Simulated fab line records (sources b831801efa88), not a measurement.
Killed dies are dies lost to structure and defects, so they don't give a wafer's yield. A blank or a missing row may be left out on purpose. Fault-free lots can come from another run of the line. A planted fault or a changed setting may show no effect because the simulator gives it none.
fab line records	flow sky130
[record] lots = 12	wafers = 36	last-day = 49
route steps=708 shown METAL2@500 VIA2@528 CAPM@539 PAD_OPEN@708
lots that met no fault: taken from a fault-free run of the same line
start-h: the number of hours between the record's first day and the start of the first shown wafer of the lot	wait-h: hours since the lot's step before	" identical to the entry in the row above	L1.1+2: a row that stands for several wafers	- no value, or no start given	* or withheld: withheld	< > ~ a bound
route shown NAME@n: a module of which the file shows steps, and the number in the route of the first	usual: mean/standard deviation of fault-free wafers	same: alike in all rows	chamber/n: place in a boat	sites: per-site readings	_std_site: how widely they spread, as a standard deviation	_edge_site: mean of outer sites minus mean of inner sites	radius-mm: for every site, how far away it sits from the centre of the wafer	mask NAME#n: copy n	behind: the tool/chamber that last shaped the wafer	hold: the reason the lot was held/the length of the hold in hours/how it ended	device: transistor that didn't switch, given as n, p or np	end of line: tests of these same wafers at the route's end	step lacking rows: just its recipe	killed: not the wafer's yield, but the dies lost to structure and defects at the first sort	map: a wafer's dies, x killed, . not, _ none there
set.NAME: the setting that was run; set.NAME@STEP: the one run at that earlier step	model.NAME: the simulator's own value behind a step, which no gauge read
one table for each step of the route and one row for each wafer, over a sample of lots
services: a tool's chamber out of use, with start hour (start-h, from the record's first day; less than 0 if before it), hours out, and reason
[[steps]]
[step SKY_METAL2_DESCUM_17]
[recipe] chemistry = O2	source-power-w = 150	bias-power-w = 0	pressure-mtorr = 10	temp-c = 40	time-s = 8
[usual] drypump-motor-current-A = 5.8/0.49	oes-product-au = 1.000/0.012
lot.wafer	tool	chamber	start-h	wait-h	drypump-motor-current-A	oes-product-au	rf-hours-counter-h
L336.1	rie-metal-04	0	835.79	0.0	6.4	1.008	6
L336.3	"	0	"	"	6.5	1.014	-
L336.5	"	1	"	"	5.3	0.993	-
L337.3	rie-metal-03	0	841.84	0.0	5.2	1.024	-
L337.4	"	1	"	"	5.9	0.982	-
L337.6	"	1	"	"	5.9	0.986	-
L338.1	rie-metal-01	1	843.15	0.0	6.4	1.008	6
L338.5	"	0	"	"	5.8	0.999	-
L338.6	"	1	"	"	6.4	1.011	-
L339.2	rie-metal-04	0	852.55	0.0	6.5	1.009	6
L339.3	"	1	"	"	5.3	0.996	-
L339.6	"	1	"	"	5.3	0.995	-
L340.3	rie-metal-03	1	859.82	0.0	5.9	0.975	-
L340.4	"	1	"	"	5.9	0.989	-
L340.5	"	1	"	"	5.9	0.987	-
L341.3	rie-metal-03	1	868.30	0.0	5.9	0.992	-
L341.5	"	1	"	"	5.9	0.991	-
L341.6	"	1	"	"	6.0	0.993	-
L342.2	rie-metal-04	0	880.55	0.0	6.4	1.010	7
L342.5	"	1	"	"	5.3	0.993	-
L342.6	"	0	"	"	6.4	1.021	-
L344.1	rie-metal-04	0	887.85	0.0	6.5	1.021	7
L344.4	"	1	"	"	5.3	0.991	-
L344.6	"	1	"	"	5.3	0.987	-
L349.1	rie-metal-04	0	922.55	0.0	6.5	1.009	10
L349.2	"	1	"	"	5.3	0.991	6
L349.3	"	0	"	"	6.5	1.017	-
L350.4	rie-metal-04	1	935.04	0.0	5.3	1.000	-
L350.5	"	0	"	"	6.4	1.016	-
L350.6	"	1	"	"	5.3	0.991	-
L353.1	rie-metal-03	0	945.88	0.0	5.2	1.010	3
L353.2	"	1	"	"	5.9	0.988	19
L353.6	"	0	"	"	5.2	1.006	-
L354.1	rie-metal-03	0	962.83	0.0	5.2	0.999	4
L354.2	"	0	"	"	5.2	1.001	-
L354.6	"	0	"	"	5.2	1.005	-
[step SKY_METAL2_ETCH_18]
[recipe] chemistry = N2/H2	target = BARC	ion-energy-ev = 200	bias-w = 100	pressure-mtorr = 30	n2-flow-sccm = 100	h2-flow-sccm = 200	icp-w = 500	stop-on = SiO2	time-s = 45.9	target-depth-a = 600
[usual] drypump-motor-current-A = 5.8/0.49	oes-product-au = 0.854/0.0047	throttle-valve-pct = 13.225/0.01
lot.wafer	tool	chamber	start-h	wait-h	drypump-motor-current-A	oes-product-au	rf-hours-counter-h	throttle-valve-pct
L336.1	rie-metal-04	0	835.83	0.0	6.5	0.859	6	13.223
L336.3	"	0	"	"	6.4	0.849	-	13.241
L336.5	"	1	"	"	5.3	0.858	-	13.214
L337.3	rie-metal-03	0	841.88	0.0	5.2	0.855	-	13.228
L337.4	"	1	"	"	5.9	0.857	-	13.221
L337.6	"	1	"	"	5.9	0.855	-	13.229
L338.1	rie-metal-01	1	843.18	0.0	6.4	0.857	6	13.247
L338.5	"	0	"	"	5.8	0.855	-	13.237
L338.6	"	1	"	"	6.4	0.850	-	13.241
L339.2	rie-metal-04	0	852.58	0.0	6.5	0.856	6	13.233
L339.3	"	1	"	"	5.3	0.855	-	13.240
L339.6	"	1	"	"	5.3	0.854	-	13.215
L340.3	rie-metal-03	1	859.90	0.1	6.0	0.857	-	13.234
L340.4	"	1	"	"	5.9	0.856	-	13.222
L340.5	"	1	"	"	6.0	0.852	-	13.224
L341.3	rie-metal-03	1	868.38	0.1	5.9	0.854	-	13.211
L341.5	"	1	"	"	5.9	0.854	-	13.223
L341.6	"	1	"	"	5.9	0.855	-	13.214
L342.2	rie-metal-04	0	880.58	0.0	6.5	0.854	7	13.234
L342.5	"	1	"	"	5.3	0.852	-	13.228
L342.6	"	0	"	"	6.5	0.858	-	13.229
L344.1	rie-metal-04	0	887.88	0.0	6.5	0.850	7	13.244
L344.4	"	1	"	"	5.3	0.848	-	13.211
L344.6	"	1	"	"	5.3	0.848	-	13.232
L349.1	rie-metal-04	0	922.58	0.0	6.5	0.864	10	13.235
L349.2	"	1	"	"	5.3	0.851	6	13.224
L349.3	"	0	"	"	6.5	0.852	-	13.240
L350.4	rie-metal-04	1	935.08	0.0	5.3	0.859	-	13.233
L350.5	"	0	"	"	6.5	0.852	-	13.215
L350.6	"	1	"	"	5.3	0.853	-	13.226
L353.1	rie-metal-03	0	945.91	0.0	5.2	0.861	3	13.237
L353.2	"	1	"	"	6.0	0.857	19	13.245
L353.6	"	0	"	"	5.2	0.853	-	13.227
L354.1	rie-metal-03	0	962.89	0.1	5.2	0.854	4	13.222
L354.2	"	0	"	"	5.2	0.850	-	13.226
L354.6	"	0	"	"	5.2	0.853	-	13.229
[step SKY_VIA2_CVD_21]
[recipe] material = W	target-thk-nm = 420	time-s = 126.4	temp-c = 400	pressure-torr = 40
[usual] chamber-pressure-Torr = 40.01/0.09	heater-power-w = 852/93
lot.wafer	tool	chamber	start-h	wait-h	chamber-pressure-Torr	heater-power-w
L336.1	cvd-w-01	1	864.15	0.0	40.07	878
L336.3	"	0	"	"	40.08	821
L336.5	"	0	"	"	39.94	809
L337.3	cvd-w-01	0	869.85	0.1	40.04	821
L337.4	"	1	"	"	39.92	882
L337.6	"	1	"	"	39.95	872
L338.1	cvd-w-01	1	871.20	0.0	39.90	881
L338.5	"	0	"	"	39.87	824
L338.6	"	1	"	"	39.95	887
L339.2	cvd-w-02	1	880.54	0.0	39.97	988
L339.3	"	0	"	"	40.02	750
L339.6	"	1	"	"	40.15	986
L340.3	cvd-w-01	1	888.22	0.1	40.06	869
L340.4	"	0	"	"	40.16	804
L340.5	"	1	"	"	39.94	892
L341.3	cvd-w-01	0	896.40	0.1	40.05	823
L341.5	"	0	"	"	40.00	819
L341.6	"	1	"	"	39.96	868
L342.2	cvd-w-02	0	908.09	0.0	39.79	737
L342.5	"	1	"	"	40.14	972
L342.6	"	0	"	"	39.89	748
L344.1	cvd-w-02	0	915.12	0.0	40.03	764
L344.4	"	0	"	"	40.04	736
L344.6	"	0	"	"	40.02	749
L349.1	cvd-w-02	0	949.39	0.0	39.93	753
L349.2	"	1	"	"	40.02	975
L349.3	"	0	"	"	40.03	759
L350.4	cvd-w-02	1	962.05	0.1	39.99	990
L350.5	"	1	"	"	40.03	1009
L350.6	"	0	"	"	40.04	736
L353.1	cvd-w-02	0	972.25	0.0	40.11	751
L353.2	"	1	"	"	38.41	989
L353.6	"	1	"	"	38.69	968
L354.1	cvd-w-02	1	989.56	0.0	38.39	1006
L354.2	"	0	"	"	39.96	779
L354.6	"	0	"	"	40.02	759
[step SKY_CAPM_SPUTTER_02]
[recipe] material = TiN	target-thk-nm = 200	temp-c = 300	power-w = 6500	time-s = 166.7	chamber-pressure-pa = 0.4
[usual] throttle-valve-pct = 29.4/0.82
lot.wafer	tool	chamber	start-h	wait-h	throttle-valve-pct
L336.1	pvd-sputter-03	-	865.00	0.1	29.6
L336.3	"	-	"	"	28.6
L336.5	"	-	"	"	29.7
L337.3	pvd-sputter-04	-	870.66	0.0	30.3
L337.4	"	-	"	"	29.0
L337.6	"	-	"	"	27.6
L338.1	pvd-sputter-03	-	872.24	0.1	29.8
L338.5	"	-	"	"	29.0
L338.6	"	-	"	"	29.4
L339.2	pvd-sputter-03	-	881.38	0.0	30.5
L339.3	"	-	"	"	28.8
L339.6	"	-	"	"	28.9
L340.3	pvd-sputter-03	-	889.02	0.0	29.1
L340.4	"	-	"	"	28.5
L340.5	"	-	"	"	29.4
L341.3	pvd-sputter-03	-	897.20	0.0	28.4
L341.5	"	-	"	"	28.8
L341.6	"	-	"	"	28.5
L342.2	pvd-sputter-03	-	908.94	0.0	29.7
L342.5	"	-	"	"	28.6
L342.6	"	-	"	"	30.0
L344.1	pvd-sputter-03	-	916.41	0.1	29.7
L344.4	"	-	"	"	28.6
L344.6	"	-	"	"	30.8
L349.1	pvd-sputter-03	-	950.24	0.1	30.6
L349.2	"	-	"	"	28.7
L349.3	"	-	"	"	28.8
L350.4	pvd-sputter-03	-	962.85	0.0	28.8
L350.5	"	-	"	"	29.7
L350.6	"	-	"	"	30.5
L353.1	pvd-sputter-03	-	973.10	0.1	30.6
L353.2	"	-	"	"	28.5
L353.6	"	-	"	"	30.9
L354.1	pvd-sputter-04	-	990.41	0.1	29.9
L354.2	"	-	"	"	27.9
L354.6	"	-	"	"	29.9
[step SKY_PAD_OPEN_PROBE_99]
[usual] defect-limited-yield = 82.3/2	killed_at_M0_to_M3 = 44/7	killed_at_M4_up = 3.1/1.8	killed-at-contacts = 25/5.1	killed-at-front-end = 15/4.3	killed-at-other = 0.3/0.61	killed-dies = 87/9.8	killed-open = 48/7	killed-short = 38/6.3	sort_bin_3_pad_short = 0.9/0.39	sort_bin_5_function = 10.3/1.5	sort_bin_6_memory = 6.5/1.2	sort-n-pass = 405/9.8	sort-yield-pct = 82.3/2
[same] gross-dies = 492	killed-at-back-side = 0	sort_bin_4_leakage[%] = 0	sort_bin_8_speed[%] = 0
lot.wafer	tool	chamber	start-h	wait-h	defect-limited-yield[%]	killed_at_M0_to_M3	killed_at_M4_up	killed-at-contacts	killed-at-front-end	killed-at-other	killed-dies	killed-open	killed-short	sort_bin_3_pad_short[%]	sort_bin_5_function[%]	sort_bin_6_memory[%]	sort-n-pass	sort-yield-pct[%]
L339.2	prober-02	-	1100.22	0.1	81.7	42	4	24	20	0	90	49	41	0.6	10.2	7.5	402	81.7
L339.3	prober-02	-	1100.27	0.2	86.0	30	3	22	14	0	69	35	34	0.8	7.5	5.7	423	86.0
L339.6	prober-02	-	1100.42	0.2	83.5	47	2	19	11	2	81	40	41	0.8	10.6	5.1	411	83.5
L341.3	prober-02	-	1114.17	0.2	83.5	34	2	26	18	1	81	48	33	0.4	9.8	6.3	411	83.5
L341.5	prober-02	-	1114.27	0.2	81.9	45	5	21	17	1	89	48	41	0.6	10.6	6.9	403	81.9
L341.6	prober-02	-	1114.32	0.2	81.1	51	7	19	16	0	93	55	37	0.8	12.0	6.1	399	81.1
L342.2	prober-01	-	1122.34	0.1	81.7	43	5	26	16	0	90	45	44	0.4	11.2	6.7	402	81.7
L342.5	prober-01	-	1122.49	0.2	81.1	51	4	23	15	0	93	42	50	1.2	11.4	6.3	399	81.1
L342.6	prober-01	-	1122.54	0.2	81.3	46	3	20	23	0	92	59	31	0.6	10.0	8.1	400	81.3
L344.1	prober-01	-	1129.46	0.1	85.2	38	2	22	11	0	73	39	34	0.8	6.9	7.1	419	85.2
L344.4	prober-01	-	1129.61	0.2	78.9	69	1	17	17	0	104	61	43	1.4	11.8	7.9	388	78.9
L344.6	prober-01	-	1129.71	0.2	82.9	43	6	19	15	1	84	46	37	0.8	10.8	5.5	408	82.9
L349.1	prober-02	-	1154.54	0.1	82.5	41	2	23	20	0	86	39	47	1.0	10.2	6.3	406	82.5
L349.2	prober-02	-	1154.59	0.1	82.1	44	4	22	17	1	88	45	41	1.4	9.3	7.1	404	82.1
L349.3	prober-02	-	1154.64	0.2	83.7	36	4	26	14	0	80	48	31	0.8	8.9	6.5	412	83.7
L353.1	prober-02	-	1172.19	0.1	84.1	40	1	20	17	0	78	51	27	1.0	10.2	4.7	414	84.1
L353.2	prober-02	-	1172.24	0.1	78.7	51	2	39	13	0	105	62	43	0.6	12.8	7.9	387	78.7
L353.6	prober-02	-	1172.44	0.2	87.2	30	4	19	10	0	63	37	26	0.8	8.9	3.0	429	87.2
L354.1	prober-01	-	1182.59	0.1	80.7	44	4	27	18	2	95	52	43	0.4	10.4	8.5	397	80.7
L354.2	prober-01	-	1182.64	0.1	83.3	41	5	26	10	0	82	42	40	1.2	8.9	6.5	410	83.3
L354.6	prober-01	-	1182.84	0.2	83.3	43	1	20	18	0	82	45	37	1.0	10.8	4.9	410	83.3
// killed by level:class
L339.2 CONTACT:geometric-particle:open=11 VIA1:geometric-particle:open=9 FIELD_ISO:geometric-particle:open=7 METAL1:geometric-particle:short=7 VIA2:geometric-particle:open=6 CONTACT:geometric-particle:short=6 LI_CONTACT:geometric-particle:open=5 VIA3:geometric-particle:open=5
L339.3 CONTACT:geometric-particle:open=10 LI_CONTACT:geometric-particle:open=6 METAL1:geometric-particle:short=6 METAL2:geometric-particle:short=5 VIA3:geometric-particle:open=5 VIA2:geometric-particle:open=4 VIA3:geometric-particle:short=4 FIELD_ISO:geometric-particle:short=3
L339.6 VIA1:geometric-particle:open=11 CONTACT:geometric-particle:open=9 VIA3:geometric-particle:open=8 POLY_GATE:geometric-particle:short=6 VIA2:geometric-particle:short=6 METAL1:geometric-particle:short=5 VIA1:geometric-particle:short=5 LI_CONTACT:geometric-particle:open=4
L341.3 CONTACT:geometric-particle:open=10 VIA1:geometric-particle:open=9 VIA2:geometric-particle:open=7 LOCAL_INTERCONNECT:geometric-particle:short=6 FIELD_ISO:geometric-particle:open=5 LI_CONTACT:geometric-particle:open=5 METAL1:geometric-particle:short=5 POLY_GATE:geometric-particle:open=4
L341.5 VIA1:geometric-particle:open=12 CONTACT:geometric-particle:open=9 VIA3:geometric-particle:short=7 VIA2:geometric-particle:open=6 POLY_GATE:geometric-particle:short=5 LI_CONTACT:geometric-particle:open=5 METAL4:geometric-particle:short=4 FIELD_ISO:geometric-particle:short=4
L341.6 VIA1:geometric-particle:open=16 VIA3:geometric-particle:open=10 CONTACT:geometric-particle:open=8 METAL1:geometric-particle:short=6 VIA2:geometric-particle:open=6 FIELD_ISO:geometric-particle:short=5 LI_CONTACT:geometric-particle:open=5 METAL4:geometric-particle:short=5
L342.2 VIA1:geometric-particle:open=10 LI_CONTACT:geometric-particle:open=8 CONTACT:geometric-particle:open=7 METAL2:geometric-particle:short=7 FIELD_ISO:geometric-particle:short=5 FIELD_ISO:geometric-particle:open=5 LOCAL_INTERCONNECT:geometric-particle:short=5 VIA3:geometric-particle:open=5
L342.5 VIA1:geometric-particle:open=11 VIA2:geometric-particle:open=8 CONTACT:geometric-particle:open=6 VIA1:geometric-particle:short=6 VIA2:geometric-particle:short=5 LI_CONTACT:geometric-particle:open=5 METAL2:geometric-particle:short=5 VIA3:geometric-particle:short=5
L342.6 VIA1:geometric-particle:open=15 CONTACT:geometric-particle:open=8 VIA2:geometric-particle:open=7 FIELD_ISO:geometric-particle:short=6 POLY_GATE:geometric-particle:open=6 LI_CONTACT:geometric-particle:open=6 FIELD_ISO:geometric-particle:open=5 METAL2:geometric-particle:short=5
L344.1 VIA1:geometric-particle:open=11 CONTACT:geometric-particle:short=7 VIA1:geometric-particle:short=7 VIA2:geometric-particle:short=7 CONTACT:geometric-particle:open=6 LI_CONTACT:geometric-particle:open=4 METAL2:geometric-particle:short=4 SPACER:geometric-particle:open=3
L344.4 VIA1:geometric-particle:open=21 VIA3:geometric-particle:open=12 VIA2:geometric-particle:open=10 VIA2:geometric-particle:short=7 VIA1:geometric-particle:short=7 CONTACT:geometric-particle:open=6 POLY_GATE:geometric-particle:short=5 METAL2:geometric-particle:short=5
L344.6 VIA2:geometric-particle:open=12 VIA1:geometric-particle:open=8 LI_CONTACT:geometric-particle:open=7 VIA1:geometric-particle:short=7 CONTACT:geometric-particle:open=6 FIELD_ISO:geometric-particle:short=5 POLY_GATE:geometric-particle:short=4 VIA2:geometric-particle:short=4
L349.1 CONTACT:geometric-particle:short=8 VIA1:geometric-particle:open=7 VIA2:geometric-particle:open=7 POLY_GATE:geometric-particle:short=6 VIA3:geometric-particle:open=6 FIELD_ISO:geometric-particle:short=5 POLY_GATE:geometric-particle:open=5 LI_CONTACT:geometric-particle:open=5
L349.2 VIA1:geometric-particle:short=9 CONTACT:geometric-particle:open=8 METAL1:geometric-particle:short=7 VIA1:geometric-particle:open=7 VIA2:geometric-particle:open=7 FIELD_ISO:geometric-particle:short=6 LOCAL_INTERCONNECT:geometric-particle:short=5 LI_CONTACT:geometric-particle:short=4
L349.3 CONTACT:geometric-particle:open=12 VIA1:geometric-particle:open=8 VIA3:geometric-particle:open=8 VIA2:geometric-particle:open=6 POLY_GATE:geometric-particle:short=4 LI_CONTACT:geometric-particle:short=4 CONTACT:geometric-particle:short=4 VIA1:geometric-particle:short=4
L353.1 LI_CONTACT:geometric-particle:open=8 VIA2:geometric-particle:open=8 FIELD_ISO:geometric-particle:open=7 VIA3:geometric-particle:open=7 CONTACT:geometric-particle:open=7 VIA1:geometric-particle:open=6 VIA1:geometric-particle:short=6 CONTACT:geometric-particle:short=4
L353.2 VIA1:geometric-particle:open=14 VIA2:geometric-particle:open=12 CONTACT:geometric-particle:open=11 LI_CONTACT:geometric-particle:open=9 LI_CONTACT:geometric-particle:short=8 METAL2:geometric-particle:short=7 CONTACT:geometric-particle:short=6 POLY_GATE:geometric-particle:open=4
L353.6 VIA1:geometric-particle:open=10 CONTACT:geometric-particle:open=7 LI_CONTACT:geometric-particle:open=6 FIELD_ISO:geometric-particle:short=4 CONTACT:geometric-particle:short=4 VIA1:geometric-particle:short=4 VIA2:geometric-particle:open=4 VIA3:geometric-particle:open=4
L354.1 LI_CONTACT:geometric-particle:open=12 CONTACT:geometric-particle:open=8 POLY_GATE:geometric-particle:open=7 VIA3:geometric-particle:short=6 VIA2:geometric-particle:open=6 VIA3:geometric-particle:open=6 VIA2:geometric-particle:short=5 VIA1:geometric-particle:open=4
L354.2 METAL2:geometric-particle:short=8 CONTACT:geometric-particle:open=8 VIA3:geometric-particle:open=7 LI_CONTACT:geometric-particle:short=6 LI_CONTACT:geometric-particle:open=6 VIA1:geometric-particle:open=5 VIA2:geometric-particle:open=4 VIA2:geometric-particle:short=4
L354.6 VIA1:geometric-particle:open=13 METAL2:geometric-particle:short=8 CONTACT:geometric-particle:open=6 VIA3:geometric-particle:open=6 LI_CONTACT:geometric-particle:open=5 POLY_GATE:geometric-particle:open=4 LI_CONTACT:geometric-particle:short=4 CONTACT:geometric-particle:short=4
[[services]]
tool	chamber	start-h	hours	kind
rie-metal-04	1	824.30	3.1	repair
cvd-w-01	-	826.28	0.9	repair
cvd-w-01	-	855.60	6.9	pm
rie-metal-03	0	855.82	-	clean
rie-metal-03	0	855.82	14.4	scheduled-down
rie-metal-03	0	855.82	14.4	vent-cycle
rie-metal-03	-	893.04	2.8	pm
rie-metal-04	1	900.10	15.6	repair
pvd-sputter-04	-	900.39	18.2	repair
cvd-w-01	-	904.00	14.0	pm
cvd-w-01	0	904.00	14.0	vent-cycle
cvd-w-01	1	904.00	14.0	vent-cycle
cvd-w-01	0	918.00	-	clean
cvd-w-01	1	918.00	-	clean
cvd-w-01	-	919.31	1.0	repair
cvd-w-02	-	953.39	1.9	repair
pvd-sputter-04	-	957.31	26.4	repair
rie-metal-03	1	959.14	-	clean
rie-metal-03	1	959.14	17.3	scheduled-down
rie-metal-03	1	959.14	17.3	vent-cycle
[[key]]
[first-sign] step = SKY_VIA2_CVD_21	reading = chamber-pressure-Torr	direction = down	sigmas = 17	usual = 40.01	struck = 38.50
effect none on later readings
met-at SKY_VIA2_CVD_21
struck-lots L353,L354
struck-wafers L353.2,L353.6,L354.1
not-acting-at SKY_METAL2_DESCUM_17,SKY_METAL2_ETCH_18,SKY_CAPM_SPUTTER_02
onset-between 962.05 972.25
[fault] kind = process-parameter-drift	tool = cvd-w-02	chamber = 1	onset-h = 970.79	steps = SKY_VIA2_CVD_21	channel = pressure-torr	offset = -1.4235	shape = step	end-h = 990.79	acts-in = these-recipes-only	stated = 40
